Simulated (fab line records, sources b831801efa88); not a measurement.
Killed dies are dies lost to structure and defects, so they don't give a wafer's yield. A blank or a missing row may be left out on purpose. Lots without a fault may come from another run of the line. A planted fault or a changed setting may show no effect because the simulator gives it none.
Which tool did it? | flow gf180mcu | 13 lots, 39 wafers sampled, at 4 steps of a route of 602

WHAT THE GAUGES READ, wafer by wafer
GF_HV_LDD_TW_MEAS_23.
lot  | measured     | on            | HV_LDD_2_TW
L612 | day 10 20:49 | film_metro-03 | 1032 1030 1030
L613 | day 11 11:28 | film_metro-04 | 1058 1059 1056
L615 | day 12 07:15 | film_metro-04 | 1055 1060 1059
L616 | day 12 15:02 | film_metro-02 | 1072 1064 1067
L619 | day 13 11:31 | film_metro-02 | 1065 1073 1066
L618 | day 13 12:28 | film_metro-04 | 1059 1059 1058
L621 | day 14 04:28 | film_metro-04 | 1771 1777 1775
L623 | day 14 12:55 | film_metro-04 | 1057 1054 1058
L624 | day 14 21:58 | film_metro-03 | 1747 1750 1747
L630 | day 16 19:37 | film_metro-03 | 1037 1046 1040
L631 | day 17 04:27 | film_metro-02 | 1055 1060 1060
L633 | day 17 19:39 | film_metro-02 | 1063 1062 1059
L634 | day 18 06:52 | film_metro-04 | 1060 1049 1053

GF_M4_RS_MEAS_05: measures by four-point-probe.
lot  | measured     | on            | M4_ALCU_RS (ohm/sq)
L612 | day 22 11:31 | film_metro-01 | 0.0698 0.0695 0.0709
L613 | day 23 06:18 | film_metro-04 | 0.0696 0.0699 0.0690
L615 | day 24 01:58 | film_metro-03 | 0.0691 0.0688 0.0696
L616 | day 24 09:40 | film_metro-03 | 0.0682 0.0671 0.0679
L619 | day 25 10:16 | film_metro-01 | 0.0672 0.0678 0.0669
L618 | day 25 16:28 | film_metro-04 | 0.0702 0.0696 0.0700
L621 | day 26 03:25 | film_metro-04 | 0.0715 0.0707 0.0711
L623 | day 26 16:48 | film_metro-01 | 0.0702 0.0700 0.0706
L624 | day 26 21:56 | film_metro-04 | 0.0677 0.0683 0.0687
L630 | day 28 18:17 | film_metro-03 | 0.0700 0.0709 0.0705
L631 | day 28 20:47 | film_metro-04 | 0.0711 0.0704 0.0713
L633 | day 29 14:07 | film_metro-04 | 0.0689 0.0678 0.0702
L634 | day 29 23:57 | film_metro-01 | 0.0711 0.0706 0.0709

WHICH TOOL RAN EACH LOT (tool, then ch and the chambers of the sampled wafers, then the start)
lot  | GF_HV_LDD_IMPLANT_21            | GF_M1_METAL_ETCH_16
L612 | implanter-04 ch 0, day 10 20:34 | rie_metal-01 ch 0,1, day 17 03:32
L613 | implanter-01 ch 0, day 11 11:13 | rie_metal-04 ch 0,1, day 17 22:38
L615 | implanter-01 ch 0, day 12 07:00 | rie_metal-03 ch 0,1, day 18 20:11
L616 | implanter-03 ch 0, day 12 14:47 | rie_metal-04 ch 0,1, day 19 03:35
L619 | implanter-01 ch 0, day 13 11:18 | rie_metal-01 ch 0,1, day 20 07:11
L618 | implanter-04 ch 0, day 13 12:13 | rie_metal-03 ch 0, day 20 09:50
L621 | implanter-04 ch 0, day 14 04:13 | rie_metal-03 ch 0,1, day 21 02:20
L623 | implanter-01 ch 0, day 14 12:40 | rie_metal-01 ch 0, day 21 14:32
L624 | implanter-04 ch 0, day 14 21:45 | rie_metal-01 ch 0,1, day 21 22:14
L630 | implanter-03 ch 0, day 16 19:22 | rie_metal-03 ch 0,1, day 24 00:38
L631 | implanter-04 ch 0, day 17 04:14 | rie_metal-04 ch 0, day 24 06:07
L633 | implanter-03 ch 0, day 17 19:24 | rie_metal-04 ch 0,1, day 24 23:43
L634 | implanter-03 ch 0, day 18 06:37 | rie_metal-03 ch 0,1, day 25 13:23
- GF_HV_LDD_IMPLANT_21
- GF_M1_METAL_ETCH_16: etches the open film in Cl2/BCl3, stops on SiO2, target depth 750.8 nm, time 125.1 s.

WHAT THE TOOLS THEMSELVES READ (means of the sampled wafers that have a number; where no wafer has one, the mark that the record gives instead)
GF_HV_LDD_IMPLANT_21.
lot  | tool         | beam_on_s (s) | dose_ions_cm2 | faraday_current_uA
L612 | implanter-04 | 9.75          | 4.998e+13     | 289
L613 | implanter-01 | 10.02         | 4.999e+13     | 281
L615 | implanter-01 | 9.79          | 4.998e+13     | 288
L616 | implanter-03 | 9.84          | 4.999e+13     | 287
L619 | implanter-01 | 10.18         | 5.000e+13     | 278
L618 | implanter-04 | 9.95          | 5.004e+13     | 283
L621 | implanter-04 | 21.32         | 2.638e+14     | 699
L623 | implanter-01 | 10.07         | 5.004e+13     | 280
L624 | implanter-04 | 21.00         | 2.638e+14     | 710
L630 | implanter-03 | 10.11         | 5.003e+13     | 279
L631 | implanter-04 | 10.19         | 5.002e+13     | 277
L633 | implanter-03 | 10.02         | 5.007e+13     | 280
L634 | implanter-03 | 9.84          | 5.014e+13     | 286

GF_M1_METAL_ETCH_16.
lot  | tool         | drypump_motor_current_A (A) | oes_product_au (a.u.) | throttle_valve_pct (%)
L612 | rie_metal-01 | 6.2                         | 0.998                 | 28.222
L613 | rie_metal-04 | 4.9                         | 0.992                 | 28.231
L615 | rie_metal-03 | 6.0                         | 0.995                 | 28.232
L616 | rie_metal-04 | 4.9                         | 0.987                 | 28.227
L619 | rie_metal-01 | 6.2                         | 0.994                 | 28.226
L618 | rie_metal-03 | 5.5                         | 0.994                 | 28.215
L621 | rie_metal-03 | 5.8                         | 0.991                 | 28.227
L623 | rie_metal-01 | 6.2                         | 0.995                 | 28.232
L624 | rie_metal-01 | 6.2                         | 0.994                 | 28.233
L630 | rie_metal-03 | 5.7                         | 0.990                 | 28.229
L631 | rie_metal-04 | 4.7                         | 0.994                 | 28.229
L633 | rie_metal-04 | 4.9                         | 0.990                 | 28.234
L634 | rie_metal-03 | 5.8                         | 0.986                 | 28.229

THE ANSWER, worked out from the rows above alone
Rule: what is usual is taken from the lots themselves. Put in order of their means at a reading, lots are off if they are a third of the lots or fewer, leave a main group of 4 or more, and stand apart from it by a gap of 3 or more times the standard deviation of the main group's means; of several such gaps the widest counts. A main group whose means are all the same, to the digits that the tables above print for the reading, isn't used. A lot without any number at a reading at which 4 lots or more have one is off too. The other lots that the step has rows for count as sound. The gauges are gone through in route order, then the tools' own readings, and for those a lot's mean is taken as printed above. The first step at which some lot is off is used, and at that step the reading that is off furthest; a lot without a number counts as furthest.
Off: L621, L624, at GF_HV_LDD_TW_MEAS_23 (HV_LDD_2_TW). The main group: mean 1056, standard deviation 10.
A tool fits if, at a process step before that reading, it ran every lot that is off, and no sound lot after the first of them. The gauges at GF_HV_LDD_TW_MEAS_23 aren't tried: what is off there is off at GF_HV_LDD_IMPLANT_21 too, on other tools, and a gauge's error can't cause that. None of those tried fits.

WHAT THE SIMULATOR HAD PUT IN
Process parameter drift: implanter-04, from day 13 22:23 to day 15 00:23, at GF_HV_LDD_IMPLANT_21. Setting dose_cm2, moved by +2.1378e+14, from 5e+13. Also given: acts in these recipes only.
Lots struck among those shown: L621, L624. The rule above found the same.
